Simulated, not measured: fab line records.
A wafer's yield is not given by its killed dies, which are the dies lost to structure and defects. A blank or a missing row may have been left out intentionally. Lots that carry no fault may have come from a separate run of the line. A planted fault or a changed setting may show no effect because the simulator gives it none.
fab line records | flow sky130
record: lots: 13 wafers: 39 last_day: 50
route steps=708 shown VIA1@470 VIA2@507 PAD_OPEN@708
lots that met no fault: taken from a fault-free run of the same line
start_h: the number of hours between the record's first day and the start of the first shown wafer of the lot | wait_h: how many hours have passed since the lot's step before this one | " same as the row above | L1.1+2: one row covering several wafers at once | - either no value or no given start | * or withheld: withheld | < > ~ a bound
route shown NAME@n: names a module that has steps shown in the file, with the first one's number in the route | usual: mean and standard deviation over wafers with no fault | same: alike in all rows | chamber/n: place in a boat | sites: readings site by site | _std_site: the standard deviation of these | _edge_site: outer sites' mean less inner sites' | radius_mm: how far each site lies from the wafer's centre | mask NAME#n: copy n | behind: the most recent tool/chamber to have shaped the wafer | hold: reason for holding the lot/hours on hold/outcome of the hold | device: transistor that didn't switch, given as n, p or np | end of line: tests run on the same wafers once the route is complete | where a step has no rows: the recipe by itself | killed: the dies lost at the first sort to structure and to defects; this is not the yield of the wafer | map: dies across one wafer; x = killed, . = not, _ = none there
set.NAME: setting as actually run; set.NAME@STEP: the setting as run at that earlier step | model.NAME: the simulator's own value behind a step, which no gauge read
route steps across a sampled set of lots; one table per step, one row per wafer
services: from which hour (start_h, from the record's first day; less than 0 if before it) a tool's chamber was out of use, for how many hours, and why
== steps ==
step: SKY_VIA1_CD_MEAS_12
recipe: target_cd_nm: 150
usual: cd_nm: 149.0/1.8
columns lot.wafer tool chamber start_h wait_h cd_nm
L796.3 cd_sem-01 - 794.55 - 149.4
L796.4 " - " " 147.6
L796.5 " - " " 147.7
L797.1 cd_sem-02 - 800.55 - 149.6
L797.2 " - " " 146.3
L797.6 " - " " 148.9
L798.1 cd_sem-01 - 807.02 - 148.9
L798.5 " - " " 149.1
L798.6 " - " " 148.6
L799.1 cd_sem-02 - 813.35 - 151.2
L799.2 " - " " 149.7
L799.3 " - " " 152.3
L802.1 cd_sem-01 - 858.93 - 148.7
L802.3 " - " " 148.7
L802.4 " - " " 147.1
L803.2 cd_sem-02 - 861.33 - 150.4
L803.5 " - " " 152.5
L803.6 " - " " 150.2
L805.1 cd_sem-01 - 863.47 - 147.2
L805.3 " - " " 148.2
L805.6 " - " " 147.8
L808.2 cd_sem-01 - 889.32 - 148.3
L808.4 " - " " 147.7
L808.5 " - " " 148.0
L809.1 cd_sem-01 - 905.75 - 149.9
L809.4 " - " " 149.4
L809.5 " - " " 147.4
L812.1 cd_sem-02 - 939.70 - 147.5
L812.3 " - " " 147.7
L812.5 " - " " 148.1
L814.2 cd_sem-01 - 951.34 - 148.5
L814.3 " - " " 148.5
L814.4 " - " " 148.5
L817.1 cd_sem-02 - 963.85 - 152.3
L817.3 " - " " 152.8
L817.5 " - " " 150.6
L818.1 cd_sem-01 - 983.20 - 150.7
L818.2 " - " " 151.5
L818.3 " - " " 149.5
step: SKY_VIA1_CVD_21
recipe: material: W target_thk_nm: 270 time_s: 80.902 temp_c: 400 pressure_torr: 40
usual: heater_power_w: 755/70
columns lot.wafer tool chamber start_h wait_h heater_power_w since_wet_clean_h
L796.3 cvd_w-02 1 795.44 0.1 808 -
L796.4 " 0 " " 659 -
L796.5 " 0 " " 671 -
L797.1 cvd_w-02 1 801.45 0.0 821 397
L797.2 " 0 " " 666 397
L797.6 " 0 " " 675 -
L798.1 cvd_w-02 1 807.93 0.0 815 404
L798.5 " 0 " " 673 -
L798.6 " 1 " " 830 -
L799.1 cvd_w-01 0 814.28 0.0 857 910
L799.2 " 1 " " 751 910
L799.3 " 1 " " 743 -
L802.1 cvd_w-02 1 859.83 0.0 838 456
L802.3 " 1 " " 848 -
L802.4 " 0 " " 678 -
L803.2 cvd_w-01 1 862.21 0.0 744 958
L803.5 " 1 " " 746 -
L803.6 " 0 " " 822 -
L805.1 cvd_w-01 0 864.37 0.0 841 960
L805.3 " 0 " " 816 -
L805.6 " 0 " " 821 -
L808.2 cvd_w-01 1 890.20 0.0 754 986
L808.4 " 1 " " 754 -
L808.5 " 1 " " 759 -
L809.1 cvd_w-02 0 906.65 0.0 678 503
L809.4 " 0 " " 679 -
L809.5 " 1 " " 838 -
L812.1 cvd_w-02 0 940.64 0.0 668 537
L812.3 " 0 " " 655 -
L812.5 " 0 " " 675 -
L814.2 cvd_w-01 0 952.25 0.0 708 34
L814.3 " 1 " " 696 -
L814.4 " 0 " " 725 -
L817.1 cvd_w-02 0 964.92 0.0 667 561
L817.3 " 1 " " 833 -
L817.5 " 0 " " 677 -
L818.1 cvd_w-01 1 984.11 0.0 694 66
L818.2 " 0 " " 705 66
L818.3 " 0 " " 711 -
step: SKY_VIA1_THK_MEAS_23
recipe: thk_meas_gauge: xrf reads: W_of_VIA1_CVD_21
usual: VIA1_W_THK: 268/4.2
columns lot.wafer tool chamber start_h wait_h VIA1_W_THK[nm]
L796.3 film_metro-02 - 795.64 0.1 263
L796.4 " - " " 263
L796.5 " - " " 262
L797.1 film_metro-03 - 801.66 0.1 268
L797.2 " - " " 269
L797.6 " - " " 272
L798.1 film_metro-02 - 808.14 0.1 266
L798.5 " - " " 265
L798.6 " - " " 262
L799.1 film_metro-02 - 814.49 0.1 267
L799.2 " - " " 263
L799.3 " - " " 262
L802.1 film_metro-02 - 860.04 0.1 271
L802.3 " - " " 265
L802.4 " - " " 267
L803.2 film_metro-02 - 862.43 0.1 265
L803.5 " - " " 265
L803.6 " - " " 263
L805.1 film_metro-03 - 864.58 0.1 272
L805.3 " - " " 268
L805.6 " - " " 267
L808.2 film_metro-02 - 890.42 0.1 264
L808.4 " - " " 270
L808.5 " - " " 266
L809.1 film_metro-02 - 906.86 0.1 271
L809.4 " - " " 271
L809.5 " - " " 271
L812.1 film_metro-04 - 940.86 0.1 270
L812.3 " - " " 269
L812.5 " - " " 270
L814.2 film_metro-04 - 952.48 0.1 270
L814.3 " - " " 269
L814.4 " - " " 268
L817.1 film_metro-02 - 965.13 0.1 268
L817.3 " - " " 266
L817.5 " - " " 267
L818.1 film_metro-03 - 984.32 0.1 272
L818.2 " - " " 273
L818.3 " - " " 271
step: SKY_VIA2_HDPCVD_00
recipe: material: SiO2 target_thk_nm: 1180 sigma_open_frac: 0.3 time_s: 196.7 temp_c: 400 sih4_flow_sccm: 60 pressure_mtorr: 6
columns lot.wafer tool chamber start_h wait_h
L796.3+4+5 hdpcvd-01 0,1,2 823.08 0.0
L797.1+2+6 hdpcvd-02 1,0,2 829.18 0.0
L798.1+5+6 hdpcvd-01 2,1,2 836.05 0.0
L799.1+2+3 hdpcvd-02 0,1,2 842.92 0.0
L802.1+3+4 hdpcvd-01 0,1,0 886.95 0.0
L803.2+5+6 hdpcvd-01 2,1,2 889.23 0.0
L805.1+3+6 hdpcvd-01 2,0,2 891.41 0.0
L808.2+4+5 hdpcvd-02 1,1,0 916.79 0.0
L809.1+4+5 hdpcvd-02 0,2,0 933.73 0.0
L812.1+3+5 hdpcvd-01 2,1,2 966.49 0.0
L814.2+3+4 hdpcvd-01 2,1,2 976.89 0.0
L817.1+3+5 hdpcvd-01 0,1,1 989.95 0.0
L818.1+2+3 hdpcvd-02 1,0,2 1008.57 0.0
step: SKY_VIA2_THK_MEAS_01
recipe: reads: SiO2_of_VIA2_HDPCVD_00
usual: VIA2_HDPCVD_THK: 1184/11
columns lot.wafer tool chamber start_h wait_h VIA2_HDPCVD_THK[nm]
L796.3 film_metro-03 - 823.23 0.1 1199
L796.4 " - " " 1202
L796.5 " - " " 1202
L797.1 film_metro-01 - 829.30 0.1 1177
L797.2 " - " " 1198
L797.6 " - " " 1184
L798.1 film_metro-03 - 836.17 0.1 1189
L798.5 " - " " 1190
L798.6 " - " " 1178
L799.1 film_metro-04 - 843.04 0.1 1182
L799.2 " - " " 1181
L799.3 " - " " 1180
L802.1 film_metro-04 - 887.07 0.1 1185
L802.3 " - " " 1171
L802.4 " - " " 1178
L803.2 film_metro-04 - 889.37 0.1 1171
L803.5 " - " " 1181
L803.6 " - " " 1180
L805.1 film_metro-01 - 891.53 0.1 1198
L805.3 " - " " 1197
L805.6 " - " " 1202
L808.2 film_metro-04 - 916.92 0.1 793
L808.4 " - " " 795
L808.5 " - " " 798
L809.1 film_metro-01 - 933.85 0.1 754
L809.4 " - " " 780
L809.5 " - " " 770
L812.1 film_metro-04 - 966.62 0.1 1191
L812.3 " - " " 1183
L812.5 " - " " 1185
L814.2 film_metro-03 - 977.03 0.1 1182
L814.3 " - " " 1181
L814.4 " - " " 1185
L817.1 film_metro-04 - 990.08 0.1 1185
L817.3 " - " " 1177
L817.5 " - " " 1177
L818.1 film_metro-01 - 1008.69 0.1 1165
L818.2 " - " " 1169
L818.3 " - " " 1167
step: SKY_PAD_OPEN_PROBE_99
usual: defect_limited_yield: 82.5/1.9 killed_at_M0_to_M3: 44/7.2 killed_at_M4_up: 3.0/1.8 killed_at_contacts: 24/5.4 killed_at_front_end: 14/4.4 killed_at_other: 0.4/0.64 killed_dies: 86/9.4 killed_open: 47/7.7 killed_short: 39/5.8
same: gross_dies: 492 killed_at_back_side: 0
columns lot.wafer tool chamber start_h wait_h defect_limited_yield[%] killed_at_M0_to_M3 killed_at_M4_up killed_at_contacts killed_at_front_end killed_at_other killed_dies killed_open killed_short
L796.3 prober-01 - 1069.98 0.2 87.6 30 2 20 8 1 61 33 28
L796.4 prober-01 - 1070.03 0.2 82.3 43 5 19 20 0 87 46 41
L796.5 prober-01 - 1070.08 0.2 85.8 33 3 22 12 0 70 39 31
L797.1 prober-02 - 1081.17 0.1 85.6 34 4 23 10 0 71 37 34
L797.2 prober-02 - 1081.22 0.1 84.1 39 2 24 13 0 78 51 27
L797.6 prober-02 - 1081.42 0.2 82.7 48 4 19 14 0 85 40 44
L798.1 prober-01 - 1087.56 0.1 83.7 47 0 25 8 0 80 41 37
L798.5 prober-01 - 1087.76 0.2 83.5 35 3 23 20 0 81 43 37
L798.6 prober-01 - 1087.81 0.2 80.9 47 3 32 12 0 94 53 41
L799.1 prober-02 - 1089.41 0.1 82.7 42 1 20 21 1 85 41 44
L799.2 prober-02 - 1089.46 0.1 82.3 44 1 31 11 0 87 52 35
L799.3 prober-02 - 1089.51 0.2 77.4 57 2 39 13 0 111 52 59
L802.1 prober-02 - 1127.73 0.1 81.1 46 3 27 17 0 93 58 35
L802.3 prober-02 - 1127.83 0.2 84.6 31 2 28 13 2 76 45 29
L802.4 prober-02 - 1127.88 0.2 79.9 56 1 22 19 1 99 61 37
L803.2 prober-02 - 1130.25 0.1 82.5 47 3 24 11 1 86 51 35
L803.5 prober-02 - 1130.40 0.2 81.5 41 7 29 14 0 91 50 41
L803.6 prober-02 - 1130.45 0.2 82.7 40 3 28 14 0 85 53 32
L805.1 prober-01 - 1130.61 0.1 85.2 45 2 17 9 0 73 42 31
L805.3 prober-01 - 1130.71 0.2 82.7 47 3 25 10 0 85 43 42
L805.6 prober-01 - 1130.86 0.2 80.1 59 0 26 13 0 98 59 39
L808.2 prober-01 - 1150.68 0.1 85.0 41 3 23 7 0 74 36 38
L808.4 prober-01 - 1150.78 0.2 82.1 44 5 23 15 1 88 46 42
L808.5 prober-01 - 1150.83 0.2 84.8 50 4 11 10 0 75 34 41
L809.1 prober-02 - 1162.15 0.1 79.7 49 3 26 22 0 100 59 41
L809.4 prober-02 - 1162.30 0.2 83.5 41 5 20 15 0 81 42 39
L809.5 prober-02 - 1162.35 0.2 83.1 45 1 20 17 0 83 44 39
L812.1 prober-01 - 1186.72 0.1 81.5 52 2 26 11 0 91 52 39
L812.3 prober-01 - 1186.82 0.2 82.9 45 2 19 18 0 84 55 28
L812.5 prober-01 - 1186.92 0.2 81.9 40 1 28 19 1 89 36 51
L814.2 prober-01 - 1191.38 0.1 81.1 53 5 18 17 0 93 43 50
L814.3 prober-01 - 1191.43 0.2 84.3 40 3 18 15 1 77 42 35
L814.4 prober-01 - 1191.48 0.2 84.3 45 4 14 14 0 77 41 36
L817.1 prober-01 - 1203.17 0.1 82.3 44 4 29 8 2 87 45 42
L817.3 prober-01 - 1203.27 0.2 79.7 43 3 29 25 0 100 53 47
L817.5 prober-01 - 1203.37 0.2 83.1 40 3 22 18 0 83 40 43
L818.1 prober-01 - 1210.79 0.1 79.1 49 2 36 16 0 103 60 43
L818.2 prober-01 - 1210.84 0.1 85.2 44 0 22 7 0 73 41 32
L818.3 prober-01 - 1210.89 0.2 81.1 52 5 22 14 0 93 47 46
killed by level:class
L796.3 LI_CONTACT:geometric_particle:open=8 VIA1:geometric_particle:open=8 CONTACT:geometric_particle:open=5 VIA3:geometric_particle:open=4 METAL2:geometric_particle:short=4 LI_CONTACT:geometric_particle:short=3 VIA2:geometric_particle:open=3 CONTACT:geometric_particle:short=3
L796.4 VIA1:geometric_particle:open=8 METAL2:geometric_particle:short=8 CONTACT:geometric_particle:open=7 FIELD_ISO:geometric_particle:open=6 METAL1:geometric_particle:short=6 POLY_GATE:geometric_particle:short=5 CONTACT:geometric_particle:short=5 VIA2:geometric_particle:open=5
L796.5 VIA1:geometric_particle:open=11 CONTACT:geometric_particle:open=8 METAL1:geometric_particle:short=7 POLY_GATE:geometric_particle:short=6 LI_CONTACT:geometric_particle:open=6 CONTACT:geometric_particle:short=5 POLY_GATE:geometric_particle:open=4 VIA3:geometric_particle:open=4
L797.1 LI_CONTACT:geometric_particle:open=9 VIA2:geometric_particle:open=8 CONTACT:geometric_particle:short=6 VIA1:geometric_particle:open=6 CONTACT:geometric_particle:open=4 VIA3:geometric_particle:open=4 METAL4:geometric_particle:short=4 FIELD_ISO:geometric_particle:open=3
L797.2 VIA1:geometric_particle:open=15 LI_CONTACT:geometric_particle:open=10 POLY_GATE:geometric_particle:open=6 VIA3:geometric_particle:open=6 CONTACT:geometric_particle:open=6 CONTACT:geometric_particle:short=4 VIA2:geometric_particle:short=4 VIA2:geometric_particle:open=4
L797.6 VIA1:geometric_particle:open=11 METAL2:geometric_particle:short=7 CONTACT:geometric_particle:short=7 VIA2:geometric_particle:short=6 VIA1:geometric_particle:short=6 VIA2:geometric_particle:open=6 VIA3:geometric_particle:open=5 FIELD_ISO:geometric_particle:short=4
L798.1 METAL1:geometric_particle:short=14 VIA1:geometric_particle:open=14 LI_CONTACT:geometric_particle:open=8 CONTACT:geometric_particle:open=7 CONTACT:geometric_particle:short=4 VIA1:geometric_particle:short=4 LOCAL_INTERCONNECT:geometric_particle:short=3 VIA2:geometric_particle:open=3
L798.5 VIA3:geometric_particle:open=9 CONTACT:geometric_particle:open=7 METAL1:geometric_particle:short=6 POLY_GATE:geometric_particle:open=5 LI_CONTACT:geometric_particle:open=5 VIA1:geometric_particle:open=5 FIELD_ISO:geometric_particle:short=4 LI_CONTACT:geometric_particle:short=4
L798.6 CONTACT:geometric_particle:open=16 VIA1:geometric_particle:open=14 FIELD_ISO:geometric_particle:short=7 LOCAL_INTERCONNECT:geometric_particle:short=6 VIA1:geometric_particle:short=6 VIA2:geometric_particle:open=6 VIA3:geometric_particle:open=6 METAL2:geometric_particle:short=5
L799.1 VIA1:geometric_particle:open=12 FIELD_ISO:geometric_particle:short=9 LI_CONTACT:geometric_particle:open=7 METAL1:geometric_particle:short=7 METAL2:geometric_particle:short=5 VIA2:geometric_particle:open=5 FIELD_ISO:geometric_particle:open=4 POLY_GATE:geometric_particle:short=4
L799.2 VIA3:geometric_particle:open=10 LI_CONTACT:geometric_particle:open=9 CONTACT:geometric_particle:open=9 VIA2:geometric_particle:open=8 VIA1:geometric_particle:open=7 METAL1:geometric_particle:short=6 CONTACT:geometric_particle:short=6 LI_CONTACT:geometric_particle:short=4
L799.3 VIA1:geometric_particle:open=15 LI_CONTACT:geometric_particle:open=12 METAL2:geometric_particle:short=11 CONTACT:geometric_particle:open=9 CONTACT:geometric_particle:short=7 METAL3:geometric_particle:short=6 METAL1:geometric_particle:short=6 LOCAL_INTERCONNECT:geometric_particle:short=5
L802.1 CONTACT:geometric_particle:open=14 VIA1:geometric_particle:open=13 VIA3:geometric_particle:open=7 VIA2:geometric_particle:open=7 FIELD_ISO:geometric_particle:short=6 LI_CONTACT:geometric_particle:open=6 METAL2:geometric_particle:short=6 CONTACT:geometric_particle:short=4
L802.3 CONTACT:geometric_particle:open=10 LI_CONTACT:geometric_particle:open=9 VIA1:geometric_particle:open=6 VIA2:geometric_particle:open=6 CONTACT:geometric_particle:short=5 VIA1:geometric_particle:short=5 VIA2:geometric_particle:short=5 POLY_GATE:geometric_particle:short=4
L802.4 VIA1:geometric_particle:open=16 CONTACT:geometric_particle:open=8 VIA2:geometric_particle:open=8 POLY_GATE:geometric_particle:open=6 METAL1:geometric_particle:short=6 FIELD_ISO:geometric_particle:open=5 LI_CONTACT:geometric_particle:open=5 CONTACT:geometric_particle:short=5
L803.2 VIA1:geometric_particle:open=17 CONTACT:geometric_particle:open=13 METAL1:geometric_particle:short=6 VIA3:geometric_particle:open=6 LOCAL_INTERCONNECT:geometric_particle:short=4 METAL3:geometric_particle:short=4 FIELD_ISO:geometric_particle:open=3 CONTACT:geometric_particle:short=3
L803.5 CONTACT:geometric_particle:open=12 VIA1:geometric_particle:open=12 VIA1:geometric_particle:short=7 LOCAL_INTERCONNECT:geometric_particle:short=7 METAL1:geometric_particle:short=5 VIA3:geometric_particle:open=5 FIELD_ISO:geometric_particle:open=4 POLY_GATE:geometric_particle:short=4
L803.6 CONTACT:geometric_particle:open=18 VIA1:geometric_particle:open=7 METAL1:geometric_particle:short=7 VIA2:geometric_particle:open=6 VIA3:geometric_particle:open=6 FIELD_ISO:geometric_particle:open=5 METAL2:geometric_particle:short=4 VIA3:geometric_particle:short=4
L805.1 VIA1:geometric_particle:open=9 VIA3:geometric_particle:open=7 METAL2:geometric_particle:short=6 LI_CONTACT:geometric_particle:open=5 CONTACT:geometric_particle:open=5 VIA2:geometric_particle:open=5 LI_CONTACT:geometric_particle:short=4 FIELD_ISO:geometric_particle:open=4
L805.3 LI_CONTACT:geometric_particle:open=9 VIA1:geometric_particle:open=9 METAL2:geometric_particle:short=8 VIA2:geometric_particle:open=8 METAL3:geometric_particle:short=7 VIA3:geometric_particle:short=4 LI_CONTACT:geometric_particle:short=4 CONTACT:geometric_particle:open=4
L805.6 VIA1:geometric_particle:open=15 LI_CONTACT:geometric_particle:open=9 VIA2:geometric_particle:open=8 CONTACT:geometric_particle:open=7 VIA2:geometric_particle:short=7 VIA1:geometric_particle:short=5 VIA3:geometric_particle:open=5 METAL2:geometric_particle:short=4
L808.2 CONTACT:geometric_particle:open=13 METAL1:geometric_particle:short=8 VIA1:geometric_particle:open=8 METAL2:geometric_particle:short=6 VIA1:geometric_particle:short=5 LI_CONTACT:geometric_particle:open=4 VIA2:geometric_particle:open=4 FIELD_ISO:geometric_particle:short=3
L808.4 VIA1:geometric_particle:open=9 CONTACT:geometric_particle:open=8 VIA2:geometric_particle:open=8 FIELD_ISO:geometric_particle:short=6 FIELD_ISO:geometric_particle:open=6 LI_CONTACT:geometric_particle:open=6 VIA1:geometric_particle:short=6 VIA3:geometric_particle:open=6
L808.5 VIA1:geometric_particle:open=10 METAL2:geometric_particle:short=9 VIA3:geometric_particle:open=7 METAL1:geometric_particle:short=6 METAL2:geometric_particle:open=5 VIA2:geometric_particle:open=4 POLY_GATE:geometric_particle:short=4 METAL4:geometric_particle:short=4
L809.1 VIA1:geometric_particle:open=14 CONTACT:geometric_particle:open=8 FIELD_ISO:geometric_particle:open=7 LI_CONTACT:geometric_particle:open=7 CONTACT:geometric_particle:short=7 VIA2:geometric_particle:open=7 POLY_GATE:geometric_particle:open=6 VIA3:geometric_particle:open=6
L809.4 METAL1:geometric_particle:short=8 CONTACT:geometric_particle:open=8 VIA1:geometric_particle:open=8 VIA2:geometric_particle:open=7 LI_CONTACT:geometric_particle:open=7 METAL2:geometric_particle:short=6 FIELD_ISO:geometric_particle:short=5 FIELD_ISO:geometric_particle:open=4
L809.5 VIA1:geometric_particle:open=12 LOCAL_INTERCONNECT:geometric_particle:short=6 FIELD_ISO:geometric_particle:open=5 LI_CONTACT:geometric_particle:open=5 METAL2:geometric_particle:short=5 VIA2:geometric_particle:short=5 VIA3:geometric_particle:open=5 FIELD_ISO:geometric_particle:short=4
L812.1 VIA1:geometric_particle:open=14 METAL2:geometric_particle:short=8 VIA3:geometric_particle:open=8 LI_CONTACT:geometric_particle:open=7 FIELD_ISO:geometric_particle:open=6 LOCAL_INTERCONNECT:geometric_particle:short=6 CONTACT:geometric_particle:open=6 METAL1:geometric_particle:short=6
L812.3 VIA2:geometric_particle:open=11 VIA1:geometric_particle:open=10 LI_CONTACT:geometric_particle:open=8 POLY_GATE:geometric_particle:short=5 CONTACT:geometric_particle:open=5 FIELD_ISO:geometric_particle:open=4 POLY_GATE:geometric_particle:open=4 METAL1:geometric_particle:short=4
L812.5 VIA1:geometric_particle:open=12 CONTACT:geometric_particle:short=9 CONTACT:geometric_particle:open=9 FIELD_ISO:geometric_particle:short=5 POLY_GATE:geometric_particle:short=5 VIA1:geometric_particle:short=5 LOCAL_INTERCONNECT:geometric_particle:short=4 METAL1:geometric_particle:short=4
L814.2 VIA1:geometric_particle:open=9 METAL2:geometric_particle:short=7 VIA1:geometric_particle:short=7 CONTACT:geometric_particle:open=7 FIELD_ISO:geometric_particle:short=6 VIA3:geometric_particle:open=6 METAL1:geometric_particle:short=5 METAL3:geometric_particle:short=5
L814.3 VIA2:geometric_particle:open=10 CONTACT:geometric_particle:open=7 VIA1:geometric_particle:open=7 LI_CONTACT:geometric_particle:open=6 FIELD_ISO:geometric_particle:short=5 POLY_GATE:geometric_particle:short=5 VIA1:geometric_particle:short=5 METAL1:geometric_particle:short=4
L814.4 VIA1:geometric_particle:open=9 CONTACT:geometric_particle:open=8 VIA1:geometric_particle:short=6 VIA2:geometric_particle:open=6 POLY_GATE:geometric_particle:open=5 METAL1:geometric_particle:short=5 LOCAL_INTERCONNECT:geometric_particle:short=4 METAL2:geometric_particle:short=4
L817.1 CONTACT:geometric_particle:open=9 VIA1:geometric_particle:open=7 VIA2:geometric_particle:open=7 VIA3:geometric_particle:open=6 LI_CONTACT:geometric_particle:open=5 LOCAL_INTERCONNECT:geometric_particle:short=5 CONTACT:geometric_particle:short=5 VIA3:geometric_particle:short=5
L817.3 CONTACT:geometric_particle:open=14 VIA1:geometric_particle:open=9 VIA1:geometric_particle:short=8 METAL1:geometric_particle:short=7 FIELD_ISO:geometric_particle:open=6 POLY_GATE:geometric_particle:open=5 LI_CONTACT:geometric_particle:open=5 CONTACT:geometric_particle:short=5
L817.5 VIA1:geometric_particle:open=8 VIA1:geometric_particle:short=7 LI_CONTACT:geometric_particle:short=5 CONTACT:geometric_particle:short=5 CONTACT:geometric_particle:open=5 VIA3:geometric_particle:open=5 FIELD_ISO:geometric_particle:open=4 LI_CONTACT:geometric_particle:open=4
L818.1 CONTACT:geometric_particle:open=12 VIA1:geometric_particle:open=12 VIA3:geometric_particle:open=10 VIA1:geometric_particle:short=9 FIELD_ISO:geometric_particle:open=7 LI_CONTACT:geometric_particle:open=7 LI_CONTACT:geometric_particle:short=6 METAL2:geometric_particle:short=6
L818.2 CONTACT:geometric_particle:open=9 VIA1:geometric_particle:open=9 LI_CONTACT:geometric_particle:open=6 METAL1:geometric_particle:short=6 VIA1:geometric_particle:short=6 CONTACT:geometric_particle:short=5 VIA2:geometric_particle:open=5 VIA3:geometric_particle:open=5
L818.3 VIA1:geometric_particle:open=15 VIA2:geometric_particle:open=8 CONTACT:geometric_particle:short=7 VIA3:geometric_particle:open=7 LOCAL_INTERCONNECT:geometric_particle:short=5 CONTACT:geometric_particle:open=5 METAL3:geometric_particle:short=5 FIELD_ISO:geometric_particle:short=4
== services ==
columns tool chamber start_h hours kind
cvd_w-01 1 784.27 2.7 repair
hdpcvd-01 - 796.37 6.0 pm
cvd_w-02 - 846.09 1.1 repair
hdpcvd-01 2 860.01 12.4 repair
hdpcvd-02 - 877.24 14.6 pm
cvd_w-01 - 904.06 14.0 pm
cvd_w-01 0 904.06 14.0 vent_cycle
cvd_w-01 1 904.06 14.0 vent_cycle
cvd_w-01 0 918.06 - clean
cvd_w-01 1 918.06 - clean
hdpcvd-02 - 950.25 15.0 pm
hdpcvd-02 0 950.25 15.0 vent_cycle
hdpcvd-02 1 950.25 15.0 vent_cycle
hdpcvd-02 2 950.25 15.0 vent_cycle
hdpcvd-02 0 965.25 - clean
hdpcvd-02 1 965.25 - clean
hdpcvd-02 2 965.25 - clean
cvd_w-02 - 979.00 2.8 pm
cvd_w-02 - 981.99 28.1 pm
hdpcvd-02 0 996.25 3.5 repair
== key ==
first_sign: step: SKY_VIA2_THK_MEAS_01 reading: VIA2_HDPCVD_THK direction: down sigmas: 38 usual: 1184 struck: 782
effect none on later readings
met_at SKY_VIA2_HDPCVD_00
struck_lots L808,L809
not_acting_at SKY_VIA1_CD_MEAS_12,SKY_VIA1_CVD_21,SKY_VIA1_THK_MEAS_23
onset_between 842.92 916.79
fault: kind: process_parameter_drift tool: hdpcvd-02 chamber: - onset_h: 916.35 steps: SKY_VIA2_HDPCVD_00 channel: target_thk_nm offset: -394.26 shape: step end_h: 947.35 acts_in: these_recipes_only stated: 1180
